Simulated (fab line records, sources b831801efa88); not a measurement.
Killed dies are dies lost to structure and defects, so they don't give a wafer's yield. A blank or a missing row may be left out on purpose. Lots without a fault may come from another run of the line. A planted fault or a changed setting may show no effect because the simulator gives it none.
fab line records | flow sky130
record lots=6 wafers=18 last_day=49
route steps=708 shown VIA3@589 METAL4@598 PAD_OPEN@708
lots that met no fault: from a run of the same line without faults
start_h: hours from the record's first day to the start of the lot's first wafer shown | wait_h: hours since the lot's step before | " the same as in the row above | L1.1+2: a row that stands for several wafers | - no value, or no start given | * or withheld: withheld | < > ~ a bound
route shown NAME@n: a module of which the file shows steps, and the number in the route of the first | usual: mean/standard deviation of fault-free wafers | same: alike in all rows | chamber/n: place in a boat | sites: the reading at each site | _std_site: their standard deviation | _edge_site: outer sites' mean less inner sites' | radius_mm: how far each site lies from the wafer's centre | mask NAME#n: copy n | behind: the tool/chamber that last shaped the wafer | hold: why the lot was held/for how many hours/how that ended | device: the transistor (n, p or np) that didn't switch | end of line: the same wafers' tests at the end of the route | a step without rows: its recipe alone | killed: dies lost to structure and defects at the first sort, not the wafer's yield | map: a wafer's dies, x killed, . not, _ none there
set.NAME: the setting as run; set.NAME@STEP: as run at that earlier step | model.NAME: the simulator's own value behind a step, which no gauge read
lots at some steps of the route; a table a step, a row a wafer
services: from which hour (start_h, from the record's first day; less than 0 if before it) a tool's chamber was out of use, for how many hours, and why
## steps
# step SKY_VIA3_STRIP_16
# recipe chemistry=O2/N2 power_w=1400 pressure_mtorr=1500 platen_temp_c=withheld o2_flow_sccm=3000 n2_flow_sccm=300 overash_fraction=0.5
# step SKY_VIA3_STRIP_17
# recipe chemistry=post_etch_residue_remover time_s=1200 temp_c=72.5
# step SKY_VIA3_CLEAN_18
# recipe chemistry=IPA time_s=180 temp_c=25
# step SKY_VIA3_CLEAN_19
# recipe chemistry=O3/DIW dry=n2_spin
# step SKY_VIA3_SPUTTER_20
# recipe material=TiN target_thk_nm=20 chamber_pressure_pa=5 power_w=4000 time_s=80
# usual throttle_valve_pct=29.6/1.4
# columns lot.wafer tool chamber start_h wait_h throttle_valve_pct
L889.1 pvd_sputter-01 - 941.43 0.0 28.3
L889.2 " - " " 29.8
L889.5 " - " " 29.8
L896.3 pvd_sputter-01 - 982.88 0.0 28.4
L896.4 " - " " 29.7
L896.6 " - " " 29.0
L897.1 pvd_sputter-01 - 993.77 0.0 29.1
L897.2 " - " " 28.4
L897.3 " - " " 29.9
L899.3 pvd_sputter-01 - 1001.78 0.0 29.1
L899.4 " - " " 28.3
L899.5 " - " " 28.2
L904.1 pvd_sputter-01 - 1030.72 0.0 29.8
L904.4 " - " " 28.3
L904.5 " - " " 28.4
L908.1 pvd_sputter-01 - 1057.97 0.0 28.3
L908.2 " - " " 28.9
L908.5 " - " " 28.6
# step SKY_VIA3_CVD_21
# recipe material=W target_thk_nm=390 time_s=117.31 temp_c=400 pressure_torr=40
# step SKY_VIA3_RS_MEAS_22
# recipe thk_meas_gauge=four-point-probe reads=W_of_VIA3_CVD_21+TiN_of_VIA3_SPUTTER_20
# usual VIA3_W_RS=0.2957/0.003
# columns lot.wafer tool chamber start_h wait_h VIA3_W_RS[ohm/sq]
L889.1 film_metro-02 - 941.62 0.1 0.3011
L889.2 " - " " 0.2998
L889.5 " - " " 0.3024
L896.3 film_metro-01 - 983.11 0.1 0.2925
L896.4 " - " " 0.2964
L896.6 " - " " 0.2931
L897.1 film_metro-02 - 993.96 0.1 0.2924
L897.2 " - " " 0.2930
L897.3 " - " " 0.2907
L899.3 film_metro-03 - 1002.01 0.1 0.2923
L899.4 " - " " 0.2969
L899.5 " - " " 0.2963
L904.1 film_metro-03 - 1030.90 0.1 0.2930
L904.4 " - " " 0.2907
L904.5 " - " " 0.2980
L908.1 film_metro-02 - 1058.15 0.1 0.2901
L908.2 " - " " 0.2934
L908.5 " - " " 0.2952
# step SKY_VIA3_THK_MEAS_23
# recipe thk_meas_gauge=xrf reads=W_of_VIA3_CVD_21
# usual VIA3_W_THK=405/7.3
# columns lot.wafer tool chamber start_h wait_h VIA3_W_THK[nm]
L889.1 film_metro-02 - 941.74 0.1 387
L889.2 " - " " 389
L889.5 " - " " 384
L896.3 film_metro-01 - 983.21 0.1 415
L896.4 " - " " 408
L896.6 " - " " 413
L897.1 film_metro-02 - 994.08 0.1 410
L897.2 " - " " 405
L897.3 " - " " 408
L899.3 film_metro-03 - 1002.11 0.1 409
L899.4 " - " " 401
L899.5 " - " " 402
L904.1 film_metro-03 - 1031.02 0.1 410
L904.4 " - " " 416
L904.5 " - " " 404
L908.1 film_metro-02 - 1058.27 0.1 412
L908.2 " - " " 405
L908.5 " - " " 403
# step SKY_VIA3_CMP_24
# recipe stop_on=SiO2 t_overpolish_s=20 down_force_psi=3.5 platen_rpm=60 target_thk_nm=0 pad_velocity_m_s=0.94248
# usual motor_current_A=11.5/1.2 overpolish_run_s=20.001/0.0081 time_to_endpoint_s=92/3.7
# columns lot.wafer tool chamber start_h wait_h motor_current_A overpolish_run_s time_to_endpoint_s
L889.1 cmp-01 1 941.80 0.1 10.9 20.004 85
L889.2 " 3 " " 10.3 20.007 95
L889.5 " 1 " " 10.8 20.013 87
L896.3 cmp-02 1 983.25 0.0 14.2 20.005 93
L896.4 " 2 " " 10.2 20.001 92
L896.6 " 2 " " 10.5 19.995 92
L897.2 cmp-02 1 994.80 0.7 14.2 19.991 89
L897.1 " 2 " " 10.5 19.990 92
L897.3 " 0 " " 10.7 20.011 90
L899.4 cmp-01 1 1002.15 0.0 11.0 19.997 85
L899.3 " 0 " " 11.2 20.002 93
L899.5 " 2 " " 12.8 20.012 89
L904.4 cmp-01 3 1031.08 0.0 10.9 20.004 93
L904.1 " 2 " " 12.1 20.003 91
L904.5 " 0 " " 11.5 20.010 86
L908.1 cmp-02 0 1058.33 0.1 10.8 20.005 95
L908.2 " 2 " " 10.1 19.996 95
L908.5 " 0 " " 10.5 19.998 97
# step SKY_METAL4_SPUTTER_00
# recipe material=Ti target_thk_nm=15 power_w=3000 time_s=10 chamber_pressure_pa=0.4
# usual throttle_valve_pct=29.6/1.6
# columns lot.wafer tool chamber start_h wait_h throttle_valve_pct
L889.1 pvd_sputter-01 - 942.10 0.2 28.2
L889.2 " - " " 28.5
L889.5 " - " " 28.7
L896.3 pvd_sputter-02 - 983.55 0.2 29.3
L896.4 " - " " 30.3
L896.6 " - " " 31.6
L897.1 pvd_sputter-04 - 995.10 0.2 31.3
L897.2 " - " " 29.0
L897.3 " - " " 30.8
L899.3 pvd_sputter-02 - 1002.45 0.1 29.3
L899.4 " - " " 31.4
L899.5 " - " " 30.3
L904.1 pvd_sputter-04 - 1031.38 0.1 28.9
L904.4 " - " " 30.8
L904.5 " - " " 30.5
L908.1 pvd_sputter-02 - 1058.63 0.2 30.4
L908.2 " - " " 29.5
L908.5 " - " " 31.4
# step SKY_METAL4_SPUTTER_01
# recipe material=TiN target_thk_nm=20 power_w=6500 time_s=16.7 chamber_pressure_pa=0.4
# step SKY_METAL4_SPUTTER_02
# recipe material=AlCu target_thk_nm=735 power_w=10600 time_s=39.1 chamber_pressure_pa=0.4
# usual throttle_valve_pct=29.6/1.7
# columns lot.wafer tool chamber start_h wait_h throttle_valve_pct
L889.1 pvd_sputter-01 - 942.15 0.0 28.6
L889.2 " - " " 28.2
L889.5 " - " " 28.3
L896.3 pvd_sputter-02 - 983.59 0.0 29.2
L896.4 " - " " 30.3
L896.6 " - " " 31.6
L897.1 pvd_sputter-04 - 995.15 0.0 31.3
L897.2 " - " " 28.9
L897.3 " - " " 30.6
L899.3 pvd_sputter-02 - 1002.49 0.0 29.2
L899.4 " - " " 31.3
L899.5 " - " " 30.4
L904.1 pvd_sputter-04 - 1031.43 0.0 29.0
L904.4 " - " " 30.8
L904.5 " - " " 30.8
L908.1 pvd_sputter-02 - 1058.68 0.0 30.6
L908.2 " - " " 29.3
L908.5 " - " " 31.5
# step SKY_METAL4_SPUTTER_03
# recipe material=Ti target_thk_nm=5 power_w=3000 time_s=3.3 chamber_pressure_pa=0.4
# usual throttle_valve_pct=29.6/1.7
# columns lot.wafer tool chamber start_h wait_h throttle_valve_pct model.Ti_of_METAL4_SPUTTER_03.thk_nm
L889.1 pvd_sputter-01 - 942.19 0.0 28.5 4.991
L889.2 " - " " 28.5 5.095
L889.5 " - " " 28.5 4.985
L896.3 pvd_sputter-02 - 983.63 0.0 29.3 4.958
L896.4 " - " " 30.1 5.096
L896.6 " - " " 31.5 4.96
L897.1 pvd_sputter-04 - 995.18 0.0 31.5 4.894
L897.2 " - " " 29.0 5.145
L897.3 " - " " 30.8 5.069
L899.3 pvd_sputter-02 - 1002.53 0.0 29.4 4.954
L899.4 " - " " 31.8 4.902
L899.5 " - " " 30.4 5.022
L904.1 pvd_sputter-04 - 1031.47 0.0 28.7 5.206
L904.4 " - " " 30.6 5.042
L904.5 " - " " 30.5 4.975
L908.1 pvd_sputter-02 - 1058.72 0.0 30.3 4.647
L908.2 " - " " 29.3 4.866
L908.5 " - " " 31.5 4.881
# step SKY_METAL4_SPUTTER_04
# recipe material=TiN target_thk_nm=70 power_w=6500 time_s=58.3 chamber_pressure_pa=0.4
# usual throttle_valve_pct=29.6/1.7
# columns lot.wafer tool chamber start_h wait_h throttle_valve_pct
L889.1 pvd_sputter-01 - 942.21 0.0 28.3
L889.2 " - " " 28.2
L889.5 " - " " 28.7
L896.3 pvd_sputter-02 - 983.65 0.0 29.1
L896.4 " - " " 30.5
L896.6 " - " " 31.7
L897.1 pvd_sputter-04 - 995.20 0.0 31.1
L897.2 " - " " 29.0
L897.3 " - " " 30.7
L899.3 pvd_sputter-02 - 1002.55 0.0 29.4
L899.4 " - " " 31.6
L899.5 " - " " 30.4
L904.1 pvd_sputter-04 - 1031.49 0.0 29.0
L904.4 " - " " 30.6
L904.5 " - " " 30.9
L908.1 pvd_sputter-02 - 1058.74 0.0 30.5
L908.2 " - " " 29.4
L908.5 " - " " 31.6
# step SKY_PAD_OPEN_PROBE_99
# usual defect_limited_yield=82.5/1.9 killed_at_M0_to_M3=43/7.2 killed_at_M4_up=3.1/1.8 killed_at_contacts=24/5.4 killed_at_front_end=15/4.4 killed_at_other=0.4/0.56 killed_dies=86/9.3 killed_open=47/6.9 killed_short=39/6.6 sort_bin_3_pad_short=0.9/0.43 sort_bin_5_function=10.4/1.5 sort_bin_6_memory=6.2/1.1 sort_n_pass=406/9.3 sort_yield_pct=82.5/1.9
# same gross_dies=492 killed_at_back_side=0 sort_bin_4_leakage[%]=0 sort_bin_8_speed[%]=0
# columns lot.wafer tool chamber start_h wait_h defect_limited_yield[%] killed_at_M0_to_M3 killed_at_M4_up killed_at_contacts killed_at_front_end killed_at_other killed_dies killed_open killed_short sort_bin_3_pad_short[%] sort_bin_5_function[%] sort_bin_6_memory[%] sort_n_pass sort_yield_pct[%]
L889.1 prober-02 - 1088.67 0.1 87.4 33 2 17 10 0 62 34 28 0.4 7.5 4.7 430 87.4
L889.2 prober-02 - 1088.72 0.1 86.0 28 2 22 17 0 69 39 30 0.6 7.7 5.7 423 86.0
L889.5 prober-02 - 1088.87 0.2 82.5 40 2 28 16 0 86 52 34 0.6 8.7 8.1 406 82.5
L896.3 prober-02 - 1121.17 0.2 86.6 30 1 26 9 0 66 31 35 0.2 7.7 5.5 426 86.6
L896.4 prober-02 - 1121.22 0.2 82.9 50 0 23 11 0 84 53 31 0.6 10.6 5.9 408 82.9
L896.6 prober-02 - 1121.32 0.2 79.7 51 2 32 14 1 100 46 54 1.6 12.8 5.9 392 79.7
L897.1 prober-01 - 1132.66 0.1 82.1 48 2 23 14 1 88 46 42 1.8 11.4 4.7 404 82.1
L897.2 prober-01 - 1132.71 0.1 82.7 40 3 31 10 1 85 46 38 0.6 9.6 7.1 407 82.7
L897.3 prober-01 - 1132.76 0.2 81.3 53 3 18 18 0 92 55 36 0.4 10.8 7.5 400 81.3
L899.3 prober-02 - 1138.79 0.2 81.3 52 4 21 14 1 92 52 40 0.6 11.8 6.3 400 81.3
L899.4 prober-02 - 1138.84 0.2 81.9 54 5 23 7 0 89 47 42 0.8 10.6 6.7 403 81.9
L899.5 prober-02 - 1138.89 0.2 82.9 49 2 23 10 0 84 48 36 1.2 10.6 5.3 408 82.9
L904.1 prober-02 - 1163.45 0.1 86.8 36 6 13 10 0 65 30 35 1.0 8.1 4.1 427 86.8
L904.4 prober-02 - 1163.60 0.2 82.3 38 4 26 19 0 87 41 46 1.4 8.9 7.3 405 82.3
L904.5 prober-02 - 1163.65 0.2 86.8 35 1 16 12 1 65 37 27 0.4 7.3 5.5 427 86.8
L908.1 prober-02 - 1184.29 0.1 82.7 42 2 25 15 1 85 50 35 0.8 10.4 6.1 407 82.7
L908.2 prober-02 - 1184.34 0.1 83.7 39 2 24 15 0 80 43 37 1.6 9.8 4.9 412 83.7
L908.5 prober-02 - 1184.49 0.2 80.7 48 5 29 13 0 95 53 42 0.8 11.2 7.3 397 80.7
# killed by level:class
L889.1 VIA2:geometric_particle:open=9 CONTACT:geometric_particle:open=6 VIA1:geometric_particle:open=6 CONTACT:geometric_particle:short=5 LOCAL_INTERCONNECT:geometric_particle:short=4 POLY_GATE:geometric_particle:open=3 VIA3:geometric_particle:open=3 METAL2:geometric_particle:short=3
L889.2 CONTACT:geometric_particle:open=8 VIA2:geometric_particle:open=8 CONTACT:geometric_particle:short=6 POLY_GATE:geometric_particle:short=5 LI_CONTACT:geometric_particle:open=5 VIA3:geometric_particle:open=5 METAL1:geometric_particle:short=4 VIA1:geometric_particle:open=4
L889.5 CONTACT:geometric_particle:open=14 VIA1:geometric_particle:open=8 VIA3:geometric_particle:open=7 VIA2:geometric_particle:open=6 CONTACT:geometric_particle:short=5 VIA1:geometric_particle:short=5 FIELD_ISO:geometric_particle:open=4 POLY_GATE:geometric_particle:open=4
L896.3 LI_CONTACT:geometric_particle:open=9 VIA1:geometric_particle:open=7 CONTACT:geometric_particle:open=6 LI_CONTACT:geometric_particle:short=5 VIA1:geometric_particle:short=5 LOCAL_INTERCONNECT:geometric_particle:short=5 METAL2:geometric_particle:short=4 FIELD_ISO:geometric_particle:short=3
L896.4 VIA1:geometric_particle:open=13 CONTACT:geometric_particle:open=9 LI_CONTACT:geometric_particle:open=7 VIA2:geometric_particle:open=7 VIA3:geometric_particle:open=6 VIA1:geometric_particle:short=5 POLY_GATE:geometric_particle:short=4 CONTACT:geometric_particle:short=4
L896.6 VIA1:geometric_particle:open=16 LOCAL_INTERCONNECT:geometric_particle:short=10 CONTACT:geometric_particle:open=9 METAL2:geometric_particle:short=7 CONTACT:geometric_particle:short=6 FIELD_ISO:geometric_particle:short=6 VIA2:geometric_particle:open=6 VIA1:geometric_particle:short=5
L897.1 VIA1:geometric_particle:open=10 CONTACT:geometric_particle:open=8 VIA1:geometric_particle:short=8 METAL1:geometric_particle:short=7 LI_CONTACT:geometric_particle:open=6 VIA3:geometric_particle:open=6 FIELD_ISO:geometric_particle:open=4 FIELD_ISO:geometric_particle:short=4
L897.2 CONTACT:geometric_particle:open=10 LI_CONTACT:geometric_particle:open=8 METAL1:geometric_particle:short=7 VIA1:geometric_particle:open=6 LOCAL_INTERCONNECT:geometric_particle:short=6 VIA1:geometric_particle:short=6 FIELD_ISO:geometric_particle:open=5 VIA2:geometric_particle:open=5
L897.3 VIA2:geometric_particle:open=14 VIA1:geometric_particle:open=10 METAL2:geometric_particle:short=9 VIA3:geometric_particle:open=7 LI_CONTACT:geometric_particle:open=6 POLY_GATE:geometric_particle:short=5 CONTACT:geometric_particle:open=5 FIELD_ISO:geometric_particle:open=3
L899.3 VIA1:geometric_particle:open=15 VIA1:geometric_particle:short=9 VIA2:geometric_particle:open=9 METAL2:geometric_particle:short=7 LOCAL_INTERCONNECT:geometric_particle:short=6 LI_CONTACT:geometric_particle:open=5 CONTACT:geometric_particle:open=5 POLY_GATE:geometric_particle:open=4
L899.4 VIA1:geometric_particle:open=11 CONTACT:geometric_particle:open=9 VIA3:geometric_particle:open=9 METAL1:geometric_particle:short=6 VIA1:geometric_particle:short=5 VIA3:geometric_particle:short=4 LI_CONTACT:geometric_particle:open=4 LOCAL_INTERCONNECT:geometric_particle:short=4
L899.5 VIA1:geometric_particle:open=14 METAL1:geometric_particle:short=11 CONTACT:geometric_particle:open=9 METAL2:geometric_particle:short=5 LI_CONTACT:geometric_particle:open=5 VIA2:geometric_particle:open=5 FIELD_ISO:geometric_particle:open=4 LOCAL_INTERCONNECT:geometric_particle:short=4
L904.1 VIA3:geometric_particle:open=6 METAL4:geometric_particle:short=6 VIA1:geometric_particle:open=5 LOCAL_INTERCONNECT:geometric_particle:short=4 VIA1:geometric_particle:short=4 VIA2:geometric_particle:open=4 METAL2:geometric_particle:short=4 METAL3:geometric_particle:short=4
L904.4 VIA1:geometric_particle:open=10 CONTACT:geometric_particle:open=8 LI_CONTACT:geometric_particle:open=7 METAL2:geometric_particle:short=7 CONTACT:geometric_particle:short=5 VIA3:geometric_particle:open=5 VIA1:geometric_particle:short=5 FIELD_ISO:geometric_particle:open=4
L904.5 VIA1:geometric_particle:open=9 FIELD_ISO:geometric_particle:open=6 LI_CONTACT:geometric_particle:open=6 VIA1:geometric_particle:short=5 METAL2:geometric_particle:short=4 METAL3:geometric_particle:short=4 POLY_GATE:geometric_particle:open=3 CONTACT:geometric_particle:short=3
L908.1 VIA1:geometric_particle:open=15 CONTACT:geometric_particle:open=9 LOCAL_INTERCONNECT:geometric_particle:short=7 VIA2:geometric_particle:open=5 METAL3:geometric_particle:short=5 LI_CONTACT:geometric_particle:open=4 VIA1:geometric_particle:short=4 METAL2:geometric_particle:short=4
L908.2 VIA1:geometric_particle:open=10 LI_CONTACT:geometric_particle:open=8 VIA1:geometric_particle:short=8 CONTACT:geometric_particle:open=7 CONTACT:geometric_particle:short=4 POLY_GATE:geometric_particle:short=4 LI_CONTACT:geometric_particle:short=4 METAL1:geometric_particle:short=4
L908.5 VIA3:geometric_particle:open=10 VIA1:geometric_particle:open=10 CONTACT:geometric_particle:short=9 CONTACT:geometric_particle:open=9 VIA1:geometric_particle:short=5 VIA2:geometric_particle:open=5 LOCAL_INTERCONNECT:geometric_particle:short=4 METAL1:geometric_particle:short=4
## services
# columns tool chamber start_h hours kind
cmp-01 - 917.95 - consumable_replace:conditioner
cmp-01 - 917.95 - consumable_replace:pad
pvd_sputter-02 1 937.88 - consumable_replace:kit
pvd_sputter-02 1 937.88 18.0 scheduled_down
pvd_sputter-02 1 937.88 18.0 vent_cycle
cmp-02 - 946.94 0.8 repair
cmp-02 - 1017.87 4.8 repair
pvd_sputter-01 0 1021.87 - consumable_replace:kit
pvd_sputter-01 0 1021.87 18.0 scheduled_down
pvd_sputter-01 0 1021.87 18.0 vent_cycle
cmp-02 - 1030.01 3.4 pm
cmp-02 - 1034.97 3.3 repair
cmp-01 - 1045.41 1.4 repair
cmp-01 - 1053.96 3.3 repair
## key
first_sign none at tools or gauges
model_effect step=SKY_METAL4_SPUTTER_03 value=Ti_of_METAL4_SPUTTER_03.thk_nm without=4.764 struck=5.059
met_at SKY_METAL4_SPUTTER_03
struck_wafers L896.4,L899.5
fault kind=process_parameter_drift tool=pvd_sputter-02 chamber=- onset_h=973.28 steps=SKY_METAL4_SPUTTER_03 channel=time_s offset=* shape=step end_h=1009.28 acts_in=* stated=* scope=struck_wafers_only
